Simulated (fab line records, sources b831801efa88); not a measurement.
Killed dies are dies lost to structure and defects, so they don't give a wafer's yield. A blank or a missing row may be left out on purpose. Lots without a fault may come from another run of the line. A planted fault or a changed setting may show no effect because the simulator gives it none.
fab line records | flow sky130
record lots=10 wafers=30 last_day=50
route steps=708 shown METAL4@599 VIA4@657 METAL5@661 PAD_OPEN@708
lots that met no fault: from a run of the same line without faults
start_h: hours from the record's first day to the start of the lot's first wafer shown | wait_h: hours since the lot's step before | " the same as in the row above | L1.1+2: a row that stands for several wafers | - no value, or no start given | * or withheld: withheld | < > ~ a bound
route shown NAME@n: a module of which the file shows steps, and the number in the route of the first | usual: mean/standard deviation of fault-free wafers | same: alike in all rows | chamber/n: place in a boat | sites: the reading at each site | _std_site: their standard deviation | _edge_site: outer sites' mean less inner sites' | radius_mm: how far each site lies from the wafer's centre | mask NAME#n: copy n | behind: the tool/chamber that last shaped the wafer | hold: why the lot was held/for how many hours/how that ended | device: the transistor (n, p or np) that didn't switch | end of line: the same wafers' tests at the end of the route | a step without rows: its recipe alone | killed: dies lost to structure and defects at the first sort, not the wafer's yield | map: a wafer's dies, x killed, . not, _ none there
set.NAME: the setting as run; set.NAME@STEP: as run at that earlier step | model.NAME: the simulator's own value behind a step, which no gauge read
steps of the route over a sample of lots; a table a step, a row a wafer
services: from which hour (start_h, from the record's first day; less than 0 if before it) a tool's chamber was out of use, for how many hours, and why
## steps
# step SKY_METAL4_SPUTTER_01
# recipe material=TiN target_thk_nm=20 power_w=6500 time_s=16.7 chamber_pressure_pa=0.4
# usual throttle_valve_pct=30.1/1.2
# columns lot.wafer tool chamber start_h wait_h throttle_valve_pct
L746.2 pvd_sputter-01 - 941.16 0.0 31.7
L746.3 " - " " 30.2
L746.6 " - " " 31.5
L748.1 pvd_sputter-02 - 954.06 0.0 28.4
L748.2 " - " " 27.5
L748.5 " - " " 30.7
L751.2 pvd_sputter-02 - 974.56 0.0 30.8
L751.5 " - " " 27.7
L751.6 " - " " 30.8
L753.3 pvd_sputter-02 - 980.06 0.0 27.7
L753.4 " - " " 30.7
L753.6 " - " " 28.4
L754.1 pvd_sputter-02 - 992.71 0.0 30.7
L754.2 " - " " 27.5
L754.4 " - " " 28.4
L755.1 pvd_sputter-01 - 995.70 0.0 31.1
L755.2 " - " " 29.9
L755.6 " - " " 29.5
L760.2 pvd_sputter-02 - 1033.77 0.0 28.2
L760.5 " - " " 30.8
L760.6 " - " " 27.7
L763.1 pvd_sputter-01 - 1057.41 0.0 30.4
L763.2 " - " " 30.1
L763.5 " - " " 30.7
L765.1 pvd_sputter-02 - 1059.68 0.0 30.8
L765.3 " - " " 27.7
L765.4 " - " " 30.9
L767.2 pvd_sputter-04 - 1068.92 0.0 29.4
L767.4 " - " " 31.0
L767.6 " - " " 31.6
# step SKY_VIA4_CVD_18
# recipe material=W target_thk_nm=505 time_s=152.14 temp_c=400 pressure_torr=40
# usual heater_power_w=837/62
# columns lot.wafer tool chamber start_h wait_h heater_power_w
L746.2 cvd_w-01 1 1015.42 0.0 928
L746.3 " 0 " " 772
L746.6 " 1 " " 905
L748.1 cvd_w-02 1 1027.27 0.0 775
L748.2 " 0 " " 855
L748.5 " 1 " " 783
L751.2 cvd_w-01 0 1047.51 0.0 776
L751.5 " 1 " " 928
L751.6 " 0 " " 774
L753.3 cvd_w-02 0 1051.64 0.1 854
L753.4 " 1 " " 774
L753.6 " 0 " " 839
L754.1 cvd_w-01 0 1064.38 0.0 781
L754.2 " 1 " " 931
L754.4 " 1 " " 929
L755.1 cvd_w-02 1 1066.52 0.0 779
L755.2 " 1 " " 790
L755.6 " 1 " " 780
L760.2 cvd_w-01 0 1100.56 0.0 783
L760.5 " 0 " " 771
L760.6 " 1 " " 927
L763.1 cvd_w-01 1 1124.38 0.0 906
L763.2 " 0 " " 787
L763.5 " 1 " " 942
L765.1 cvd_w-01 1 1126.01 0.0 933
L765.3 " 0 " " 797
L765.4 " 1 " " 915
L767.2 cvd_w-01 1 1133.63 0.0 924
L767.4 " 1 " " 942
L767.6 " 0 " " 778
# step SKY_METAL5_SPUTTER_00
# recipe material=Ti target_thk_nm=15 power_w=3000 time_s=10 chamber_pressure_pa=0.4
# usual throttle_valve_pct=30.4/0.72
# columns lot.wafer tool chamber start_h wait_h throttle_valve_pct
L746.2 pvd_sputter-01 - 1016.08 0.1 29.8
L746.3 " - " " 31.0
L746.6 " - " " 31.4
L748.1 pvd_sputter-03 - 1027.90 0.1 29.8
L748.2 " - " " 29.5
L748.5 " - " " 30.7
L751.2 pvd_sputter-04 - 1048.14 0.2 29.5
L751.5 " - " " 29.4
L751.6 " - " " 30.2
L753.3 pvd_sputter-03 - 1052.22 0.2 29.9
L753.4 " - " " 31.1
L753.6 " - " " 29.9
L754.1 pvd_sputter-03 - 1065.01 0.1 30.9
L754.2 " - " " 30.4
L754.4 " - " " 29.3
L755.1 pvd_sputter-04 - 1067.31 0.1 31.3
L755.2 " - " " 30.0
L755.6 " - " " 31.4
L760.2 pvd_sputter-01 - 1101.22 0.2 31.6
L760.5 " - " " 29.7
L760.6 " - " " 30.1
L763.1 pvd_sputter-01 - 1125.01 0.2 30.6
L763.2 " - " " 30.2
L763.5 " - " " 30.3
L765.1 pvd_sputter-01 - 1126.64 0.1 30.7
L765.3 " - " " 30.0
L765.4 " - " " 31.7
L767.2 pvd_sputter-04 - 1134.26 0.2 31.4
L767.4 " - " " 29.5
L767.6 " - " " 30.7
# step SKY_METAL5_SPUTTER_02
# recipe material=AlCu target_thk_nm=1150 power_w=10600 time_s=61.2 chamber_pressure_pa=0.4
# usual throttle_valve_pct=30.5/0.72
# columns lot.wafer tool chamber start_h wait_h throttle_valve_pct
L746.2 pvd_sputter-01 - 1016.13 0.0 29.6
L746.3 " - " " 30.7
L746.6 " - " " 31.6
L748.1 pvd_sputter-03 - 1027.95 0.0 29.7
L748.2 " - " " 29.5
L748.5 " - " " 30.6
L751.2 pvd_sputter-04 - 1048.19 0.0 29.3
L751.5 " - " " 29.5
L751.6 " - " " 30.0
L753.3 pvd_sputter-03 - 1052.27 0.0 30.2
L753.4 " - " " 31.0
L753.6 " - " " 29.6
L754.1 pvd_sputter-03 - 1065.06 0.0 31.2
L754.2 " - " " 30.6
L754.4 " - " " 29.7
L755.1 pvd_sputter-04 - 1067.36 0.0 31.4
L755.2 " - " " 30.1
L755.6 " - " " 31.5
L760.2 pvd_sputter-01 - 1101.27 0.0 31.5
L760.5 " - " " 29.6
L760.6 " - " " 30.3
L763.1 pvd_sputter-01 - 1125.06 0.0 30.9
L763.2 " - " " 30.6
L763.5 " - " " 30.5
L765.1 pvd_sputter-01 - 1126.69 0.0 30.7
L765.3 " - " " 29.6
L765.4 " - " " 31.8
L767.2 pvd_sputter-04 - 1134.31 0.0 31.5
L767.4 " - " " 29.5
L767.6 " - " " 30.8
# step SKY_METAL5_RS_MEAS_05
# recipe thk_meas_gauge=four-point-probe reads=TiN_of_METAL5_SPUTTER_04+Ti_of_METAL5_SPUTTER_03+AlCu_of_METAL5_SPUTTER_02+TiN_of_METAL5_SPUTTER_01+Ti_of_METAL5_SPUTTER_00
# usual METAL5_ALCU_RS=0.0271/0.00026
# columns lot.wafer tool chamber start_h wait_h METAL5_ALCU_RS[ohm/sq]
L746.2 film_metro-02 - 1016.27 0.0 0.02714
L746.3 " - " " 0.02724
L746.6 " - " " 0.02716
L748.1 film_metro-04 - 1028.07 0.0 0.02707
L748.2 " - " " 0.02708
L748.5 " - " " 0.02729
L751.2 film_metro-02 - 1048.33 0.0 0.02739
L751.5 " - " " 0.02724
L751.6 " - " " 0.02743
L753.3 film_metro-02 - 1052.43 0.1 0.02706
L753.4 " - " " 0.02698
L753.6 " - " " 0.02682
L754.1 film_metro-04 - 1065.18 0.0 0.02718
L754.2 " - " " 0.0269
L754.4 " - " " 0.02702
L755.1 film_metro-02 - 1067.47 0.0 0.02711
L755.2 " - " " 0.02727
L755.6 " - " " 0.02707
L760.2 film_metro-04 - 1101.40 0.0 0.02689
L760.5 " - " " 0.02676
L760.6 " - " " 0.02716
L763.1 film_metro-03 - 1125.17 0.0 0.08655
L763.2 " - " " 0.02762
L763.5 " - " " 0.02745
L765.1 film_metro-03 - 1126.81 0.0 0.08718
L765.3 " - " " 0.02739
L765.4 " - " " 0.02736
L767.2 film_metro-02 - 1134.44 0.0 0.02647
L767.4 " - " " 0.02699
L767.6 " - " " 0.02667
# step SKY_METAL5_THK_MEAS_06
# recipe thk_meas_gauge=xrf reads=AlCu_of_METAL5_SPUTTER_02
# usual METAL5_ALCU_THK=1153/13
# columns lot.wafer tool chamber start_h wait_h METAL5_ALCU_THK[nm]
L746.2 film_metro-02 - 1016.38 0.1 1150
L746.3 " - " " 1141
L746.6 " - " " 1146
L748.1 film_metro-04 - 1028.19 0.1 1157
L748.2 " - " " 1151
L748.5 " - " " 1143
L751.2 film_metro-02 - 1048.44 0.1 1135
L751.5 " - " " 1135
L751.6 " - " " 1133
L753.3 film_metro-02 - 1052.53 0.1 1147
L753.4 " - " " 1153
L753.6 " - " " 1154
L754.1 film_metro-04 - 1065.30 0.1 1153
L754.2 " - " " 1174
L754.4 " - " " 1153
L755.1 film_metro-02 - 1067.59 0.1 1153
L755.2 " - " " 1142
L755.6 " - " " 1150
L760.2 film_metro-04 - 1101.51 0.1 1169
L760.5 " - " " 1171
L760.6 " - " " 1157
L763.1 film_metro-03 - 1125.29 0.1 363
L763.2 " - " " 1135
L763.5 " - " " 1142
L765.1 film_metro-03 - 1126.93 0.1 361
L765.3 " - " " 1146
L765.4 " - " " 1145
L767.2 film_metro-02 - 1134.55 0.1 1177
L767.4 " - " " 1150
L767.6 " - " " 1167
# step SKY_METAL5_METAL_ETCH_15
# recipe target_depth_a=12600 stop_on=SiO2 over_etch_frac=0.2 time_s=252 chemistry=Cl2/BCl3 resist_sidewall_deg=86 pressure_mtorr=10 icp_w=900 bias_w=48.5 Cl2_flow_sccm=60 bcl3_flow_sccm=30
# usual chamber_pressure_mTorr=10.000/0.0092 drypump_motor_current_A=5.70/0.2 mfc_cl2_sccm=60.00/0.19 oes_product_au=0.894/0.0052 rf_fwd_power_W=898.1/2.7 throttle_valve_pct=22.264/0.0083
# columns lot.wafer tool chamber start_h wait_h chamber_pressure_mTorr drypump_motor_current_A mfc_cl2_sccm oes_product_au rf_fwd_power_W rf_hours_counter_h throttle_valve_pct
L746.2 rie_metal-04 1 1039.21 0.0 10.005 5.83 59.91 0.891 896.4 8 22.270
L746.3 " 0 " " 9.972 5.44 59.82 0.899 898.4 - 22.250
L746.6 " 1 " " 9.979 5.82 60.16 0.888 898.0 - 22.260
L748.1 rie_metal-04 1 1050.50 0.0 9.994 5.85 59.84 0.891 900.1 10 22.264
L748.2 " 0 " " 9.983 5.41 59.92 0.897 904.3 22 22.260
L748.5 " 0 " " 10.003 5.41 60.22 0.891 901.2 - 22.258
L751.2 rie_metal-04 0 1069.40 0.0 10.013 5.42 60.08 0.897 896.1 23 22.257
L751.5 " 0 " " 10.013 5.43 60.03 0.898 898.4 - 22.249
L751.6 " 1 " " 9.994 5.80 60.00 0.887 901.1 - 22.272
L753.3 rie_metal-01 0 1074.28 0.1 9.998 6.12 59.97 0.901 902.6 - 22.249
L753.4 " 1 " " 9.995 5.51 59.66 0.884 898.8 - 22.254
L753.6 " 0 " " 10.012 6.14 59.68 0.900 904.1 - 22.251
L754.1 rie_metal-02 0 1085.90 0.0 9.984 5.70 59.61 0.895 893.5 13 22.261
L754.2 " 1 " " 9.999 5.66 59.64 0.887 899.1 11 22.273
L754.4 " 0 " " 9.993 5.68 59.88 0.886 891.0 - 22.270
L755.1 rie_metal-04 0 1088.46 0.0 9.989 5.41 60.06 0.898 900.1 24 22.266
L755.2 " 1 " " 9.998 5.84 60.10 0.893 900.0 13 22.269
L755.6 " 1 " " 10.008 5.80 60.06 0.895 895.7 - 22.274
L760.2 rie_metal-02 0 1121.98 0.0 10.003 5.70 59.97 0.899 896.5 16 22.271
L760.5 " 0 " " 9.999 5.70 59.90 0.900 896.1 - 22.271
L760.6 " 1 " " 10.002 5.67 59.90 0.893 896.1 - 22.271
L763.1 rie_metal-01 0 1143.58 0.0 10.002 6.09 59.67 0.581 896.7 16 22.260
L763.2 " 1 " " 9.997 5.52 59.78 0.891 898.5 12 22.266
L763.5 " 1 " " 10.005 5.50 60.20 0.893 897.1 - 22.272
L765.1 rie_metal-04 1 1145.42 0.1 10.004 5.83 60.29 0.580 898.7 19 22.277
L765.3 " 1 " " 9.997 5.80 60.22 0.903 898.1 - 22.270
L765.4 " 1 " " 10.006 5.82 60.18 0.904 900.7 - 22.270
L767.2 rie_metal-02 1 1152.95 0.0 10.001 5.62 60.11 0.893 898.4 17 22.269
L767.4 " 0 " " 10.012 5.70 59.92 0.905 902.8 - 22.258
L767.6 " 1 " " 9.992 5.65 60.06 0.892 899.2 - 22.271
# step SKY_PAD_OPEN_PROBE_99
# usual defect_limited_yield=82.6/1.9 killed_at_M0_to_M3=43/7.1 killed_at_M4_up=3.0/1.6 killed_at_contacts=24/5.3 killed_at_front_end=16/4.1 killed_at_other=0.5/0.82 killed_dies=86/9.4 killed_open=46/6.9 killed_short=39/6.5
# same gross_dies=492 killed_at_back_side=0
# columns lot.wafer tool chamber start_h wait_h defect_limited_yield[%] killed_at_M0_to_M3 killed_at_M4_up killed_at_contacts killed_at_front_end killed_at_other killed_dies killed_open killed_short
L746.2 prober-01 - 1086.26 0.1 78.9 39 2 31 29 3 104 54 47
L746.3 prober-01 - 1086.31 0.2 81.1 36 4 30 21 2 93 59 33
L746.6 prober-01 - 1086.46 0.2 82.5 38 4 30 13 1 86 48 36
L748.1 prober-01 - 1097.55 0.1 84.8 38 1 23 12 1 75 41 34
L748.2 prober-01 - 1097.60 0.1 80.9 49 1 27 17 0 94 37 57
L748.5 prober-01 - 1097.75 0.2 84.1 34 3 24 17 0 78 45 33
L751.2 prober-01 - 1114.81 0.1 81.3 40 2 35 15 0 92 55 37
L751.5 prober-01 - 1114.96 0.2 81.5 45 3 27 14 2 91 49 40
L751.6 prober-01 - 1115.01 0.2 82.5 47 0 25 14 0 86 47 39
L753.3 prober-01 - 1118.88 0.2 81.5 43 4 21 22 1 91 50 41
L753.4 prober-01 - 1118.93 0.2 82.7 42 3 27 13 0 85 53 32
L753.6 prober-01 - 1119.03 0.2 83.7 40 5 22 10 3 80 38 42
L754.1 prober-02 - 1129.94 0.1 83.5 39 7 20 15 0 81 47 34
L754.2 prober-02 - 1129.99 0.1 86.0 35 7 15 11 1 69 34 34
L754.4 prober-02 - 1130.09 0.2 81.9 42 2 25 20 0 89 45 44
L755.1 prober-01 - 1132.38 0.1 84.8 35 3 22 15 0 75 41 34
L755.2 prober-01 - 1132.43 0.1 81.1 57 2 19 15 0 93 50 43
L755.6 prober-01 - 1132.63 0.2 83.9 55 1 16 7 0 79 48 31
L760.2 prober-01 - 1162.34 0.1 80.1 51 2 32 13 0 98 50 48
L760.5 prober-01 - 1162.49 0.2 81.3 47 6 18 20 1 92 50 42
L760.6 prober-01 - 1162.54 0.2 77.4 60 0 23 28 0 111 57 54
L763.1 prober-02 - 1181.52 0.1 83.7 45 2 16 17 0 80 38 42
L763.2 prober-02 - 1181.57 0.1 77.6 57 3 35 15 0 110 57 53
L763.5 prober-02 - 1181.72 0.2 81.5 44 5 24 18 0 91 43 48
L765.1 prober-01 - 1183.32 0.1 80.3 40 6 31 19 1 97 45 52
L765.3 prober-01 - 1183.42 0.2 79.9 47 6 31 15 0 99 57 41
L765.4 prober-01 - 1183.47 0.2 83.7 38 4 18 16 4 80 39 41
L767.2 prober-02 - 1189.97 0.1 85.4 33 1 22 15 1 72 38 34
L767.4 prober-02 - 1190.07 0.2 80.9 54 1 21 18 0 94 48 46
L767.6 prober-02 - 1190.17 0.2 85.0 31 3 18 22 0 74 35 39
# killed by level:class
L746.2 CONTACT:geometric_particle:open=11 POLY_GATE:geometric_particle:short=10 VIA1:geometric_particle:open=8 LI_CONTACT:geometric_particle:open=6 CONTACT:geometric_particle:short=6 VIA3:geometric_particle:open=6 FIELD_ISO:geometric_particle:short=5 POLY_GATE:geometric_particle:open=5
L746.3 CONTACT:geometric_particle:open=11 LI_CONTACT:geometric_particle:open=10 VIA3:geometric_particle:open=9 VIA2:geometric_particle:open=7 POLY_GATE:geometric_particle:short=5 POLY_GATE:geometric_particle:open=5 VIA1:geometric_particle:open=5 SPACER:geometric_particle:open=4
L746.6 CONTACT:geometric_particle:open=13 VIA1:geometric_particle:open=13 CONTACT:geometric_particle:short=7 LI_CONTACT:geometric_particle:open=6 VIA2:geometric_particle:open=5 METAL3:geometric_particle:short=4 VIA3:geometric_particle:open=4 FIELD_ISO:geometric_particle:open=3
L748.1 CONTACT:geometric_particle:open=13 VIA1:geometric_particle:open=10 METAL2:geometric_particle:short=6 POLY_GATE:geometric_particle:short=5 METAL3:geometric_particle:short=5 CONTACT:geometric_particle:short=4 VIA3:geometric_particle:short=4 POLY_GATE:geometric_particle:open=3
L748.2 CONTACT:geometric_particle:open=10 CONTACT:geometric_particle:short=9 METAL2:geometric_particle:short=9 METAL1:geometric_particle:short=7 FIELD_ISO:geometric_particle:short=6 VIA1:geometric_particle:open=6 VIA2:geometric_particle:short=6 POLY_GATE:geometric_particle:open=5
L748.5 CONTACT:geometric_particle:open=10 VIA1:geometric_particle:open=9 POLY_GATE:geometric_particle:open=6 LI_CONTACT:geometric_particle:open=6 VIA3:geometric_particle:open=6 CONTACT:geometric_particle:short=5 VIA1:geometric_particle:short=5 METAL2:geometric_particle:short=4
L751.2 CONTACT:geometric_particle:open=13 LI_CONTACT:geometric_particle:open=11 VIA1:geometric_particle:open=8 VIA3:geometric_particle:short=6 VIA3:geometric_particle:open=5 LOCAL_INTERCONNECT:geometric_particle:short=5 LI_CONTACT:geometric_particle:short=4 METAL1:geometric_particle:short=4
L751.5 VIA1:geometric_particle:open=11 CONTACT:geometric_particle:open=10 CONTACT:geometric_particle:short=7 VIA1:geometric_particle:short=6 VIA3:geometric_particle:open=6 VIA3:geometric_particle:short=6 LI_CONTACT:geometric_particle:open=5 METAL2:geometric_particle:short=5
L751.6 VIA1:geometric_particle:open=11 CONTACT:geometric_particle:open=9 LI_CONTACT:geometric_particle:open=8 METAL1:geometric_particle:short=6 METAL2:geometric_particle:short=6 VIA2:geometric_particle:open=6 METAL3:geometric_particle:short=6 FIELD_ISO:geometric_particle:open=4
L753.3 VIA1:geometric_particle:open=12 VIA3:geometric_particle:open=9 CONTACT:geometric_particle:open=8 LI_CONTACT:geometric_particle:open=6 METAL1:geometric_particle:short=6 FIELD_ISO:geometric_particle:open=5 POLY_GATE:geometric_particle:short=4 SPACER:geometric_particle:short=4
L753.4 LI_CONTACT:geometric_particle:open=9 CONTACT:geometric_particle:open=9 VIA3:geometric_particle:open=9 VIA1:geometric_particle:open=7 METAL1:geometric_particle:open=5 VIA2:geometric_particle:open=5 POLY_GATE:geometric_particle:open=4 METAL1:geometric_particle:short=4
L753.6 VIA2:geometric_particle:open=7 LI_CONTACT:geometric_particle:open=6 VIA1:geometric_particle:open=6 METAL3:geometric_particle:short=6 VIA3:geometric_particle:open=6 CONTACT:geometric_particle:short=5 LOCAL_INTERCONNECT:geometric_particle:short=4 METAL1:geometric_particle:short=4
L754.1 VIA1:geometric_particle:open=14 LOCAL_INTERCONNECT:geometric_particle:short=6 FIELD_ISO:geometric_particle:open=5 CONTACT:geometric_particle:open=5 VIA3:geometric_particle:short=4 POLY_GATE:geometric_particle:open=4 LI_CONTACT:geometric_particle:open=4 CONTACT:geometric_particle:short=4
L754.2 METAL2:geometric_particle:short=8 VIA1:geometric_particle:open=7 LI_CONTACT:geometric_particle:open=6 METAL4:geometric_particle:short=6 METAL1:geometric_particle:short=5 VIA3:geometric_particle:open=5 POLY_GATE:geometric_particle:open=3 CONTACT:geometric_particle:open=3
L754.4 VIA3:geometric_particle:open=8 LI_CONTACT:geometric_particle:open=8 METAL2:geometric_particle:short=6 CONTACT:geometric_particle:open=6 VIA1:geometric_particle:open=5 FIELD_ISO:geometric_particle:short=4 POLY_GATE:geometric_particle:short=4 POLY_GATE:geometric_particle:open=4
L755.1 VIA1:geometric_particle:open=9 CONTACT:geometric_particle:open=8 VIA2:geometric_particle:open=8 LOCAL_INTERCONNECT:geometric_particle:short=5 VIA3:geometric_particle:open=5 METAL2:geometric_particle:short=5 FIELD_ISO:geometric_particle:open=4 POLY_GATE:geometric_particle:open=4
L755.2 VIA1:geometric_particle:open=14 VIA2:geometric_particle:open=12 METAL2:geometric_particle:short=10 CONTACT:geometric_particle:open=8 VIA1:geometric_particle:short=7 METAL1:geometric_particle:short=6 CONTACT:geometric_particle:short=5 FIELD_ISO:geometric_particle:open=4
L755.6 VIA1:geometric_particle:open=14 VIA2:geometric_particle:open=12 METAL2:geometric_particle:short=7 VIA1:geometric_particle:short=5 VIA3:geometric_particle:open=5 FIELD_ISO:geometric_particle:open=4 CONTACT:geometric_particle:open=4 METAL3:geometric_particle:short=4
L760.2 CONTACT:geometric_particle:open=9 LI_CONTACT:geometric_particle:open=9 METAL1:geometric_particle:short=9 VIA3:geometric_particle:open=8 VIA1:geometric_particle:open=7 VIA2:geometric_particle:open=7 VIA1:geometric_particle:short=6 VIA3:geometric_particle:short=6
L760.5 VIA2:geometric_particle:open=10 CONTACT:geometric_particle:open=9 VIA1:geometric_particle:open=7 POLY_GATE:geometric_particle:short=6 METAL4:geometric_particle:short=6 VIA3:geometric_particle:open=6 VIA1:geometric_particle:short=5 FIELD_ISO:geometric_particle:short=4
L760.6 POLY_GATE:geometric_particle:open=9 VIA1:geometric_particle:open=9 VIA2:geometric_particle:open=9 METAL2:geometric_particle:short=8 VIA1:geometric_particle:short=7 CONTACT:geometric_particle:short=7 CONTACT:geometric_particle:open=7 POLY_GATE:geometric_particle:short=6
L763.1 VIA1:geometric_particle:short=8 VIA1:geometric_particle:open=7 METAL2:geometric_particle:short=6 VIA2:geometric_particle:open=6 CONTACT:geometric_particle:open=5 METAL1:geometric_particle:short=5 LI_CONTACT:geometric_particle:open=4 VIA3:geometric_particle:open=4
L763.2 CONTACT:geometric_particle:open=15 VIA1:geometric_particle:open=11 VIA3:geometric_particle:open=10 LI_CONTACT:geometric_particle:open=9 VIA1:geometric_particle:short=9 METAL1:geometric_particle:short=7 FIELD_ISO:geometric_particle:short=6 CONTACT:geometric_particle:short=5
L763.5 VIA1:geometric_particle:open=11 METAL2:geometric_particle:short=10 CONTACT:geometric_particle:short=7 CONTACT:geometric_particle:open=6 POLY_GATE:geometric_particle:open=5 POLY_GATE:geometric_particle:short=5 LI_CONTACT:geometric_particle:open=5 LOCAL_INTERCONNECT:geometric_particle:short=4
L765.1 LI_CONTACT:geometric_particle:open=11 CONTACT:geometric_particle:short=7 VIA1:geometric_particle:open=7 METAL2:geometric_particle:short=7 VIA1:geometric_particle:short=6 VIA2:geometric_particle:open=6 POLY_GATE:geometric_particle:short=5 LI_CONTACT:geometric_particle:short=5
L765.3 LI_CONTACT:geometric_particle:open=11 CONTACT:geometric_particle:open=11 VIA1:geometric_particle:open=10 METAL1:geometric_particle:short=9 POLY_GATE:geometric_particle:short=6 METAL2:geometric_particle:short=6 VIA2:geometric_particle:open=6 VIA1:geometric_particle:short=4
L765.4 CONTACT:geometric_particle:open=13 VIA1:geometric_particle:open=10 FIELD_ISO:geometric_particle:short=6 VIA2:geometric_particle:short=5 VIA2:geometric_particle:open=5 METAL2:geometric_particle:short=4 POLY_GATE:geometric_particle:short=4 METAL1:geometric_particle:short=4
L767.2 VIA1:geometric_particle:open=9 METAL1:geometric_particle:short=8 LI_CONTACT:geometric_particle:open=7 LOCAL_INTERCONNECT:geometric_particle:short=6 VIA2:geometric_particle:open=5 POLY_GATE:geometric_particle:open=4 CONTACT:geometric_particle:open=4 FIELD_ISO:geometric_particle:open=3
L767.4 VIA1:geometric_particle:open=12 VIA1:geometric_particle:short=9 VIA3:geometric_particle:open=6 CONTACT:geometric_particle:short=6 METAL1:geometric_particle:short=6 FIELD_ISO:geometric_particle:short=5 CONTACT:geometric_particle:open=5 VIA2:geometric_particle:open=5
L767.6 CONTACT:geometric_particle:open=10 FIELD_ISO:geometric_particle:short=7 METAL2:geometric_particle:short=7 FIELD_ISO:geometric_particle:open=6 METAL3:geometric_particle:short=5 POLY_GATE:geometric_particle:open=4 METAL1:geometric_particle:short=4 VIA1:geometric_particle:open=4
## services
# columns tool chamber start_h hours kind
rie_metal-01 - 937.59 0.2 repair
cvd_w-01 - 939.65 28.1 pm
rie_metal-04 - 942.68 8.9 repair
rie_metal-02 1 946.45 3.9 repair
rie_metal-02 - 948.80 4.3 pm
pvd_sputter-01 0 952.94 - consumable_replace:kit
pvd_sputter-01 0 952.94 18.0 scheduled_down
pvd_sputter-01 0 952.94 18.0 vent_cycle
rie_metal-02 0 962.05 2.9 repair
pvd_sputter-02 - 963.74 3.7 repair
pvd_sputter-04 3 1005.55 - consumable_replace:kit
pvd_sputter-04 3 1005.55 18.0 scheduled_down
pvd_sputter-04 3 1005.55 18.0 vent_cycle
pvd_sputter-03 - 1013.09 3.5 repair
cvd_w-01 - 1038.93 6.0 pm
cvd_w-02 0 1058.14 11.7 repair
rie_metal-04 0 1063.94 3.7 repair
cvd_w-01 0 1082.95 4.3 repair
pvd_sputter-04 - 1122.43 0.6 repair
pvd_sputter-01 - 1133.79 1.3 repair
rie_metal-02 - 1137.21 0.5 repair
pvd_sputter-01 3 1140.19 - consumable_replace:kit
pvd_sputter-01 3 1140.19 18.0 scheduled_down
pvd_sputter-01 3 1140.19 18.0 vent_cycle
## key
first_sign step=SKY_METAL5_RS_MEAS_05 reading=METAL5_ALCU_RS direction=up sigmas=99+ usual=0.0271 struck=0.08686
effect step=SKY_METAL5_THK_MEAS_06 reading=METAL5_ALCU_THK direction=down sigmas=59 usual=1153 struck=362
effect step=SKY_METAL5_METAL_ETCH_15 reading=oes_product_au direction=down sigmas=60 usual=0.894 struck=0.581
met_at SKY_METAL5_SPUTTER_02
struck_lots L763,L765
struck_wafers L763.1,L765.1
not_acting_at SKY_METAL4_SPUTTER_01,SKY_VIA4_CVD_18,SKY_METAL5_SPUTTER_00
onset_between 1016.13 1125.06
fault kind=process_parameter_drift tool=pvd_sputter-01 chamber=- onset_h=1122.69 steps=SKY_METAL5_SPUTTER_02 channel=target_thk_nm offset=-769.88 shape=step end_h=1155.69 acts_in=these_recipes_only stated=1150 scope=struck_wafers_only
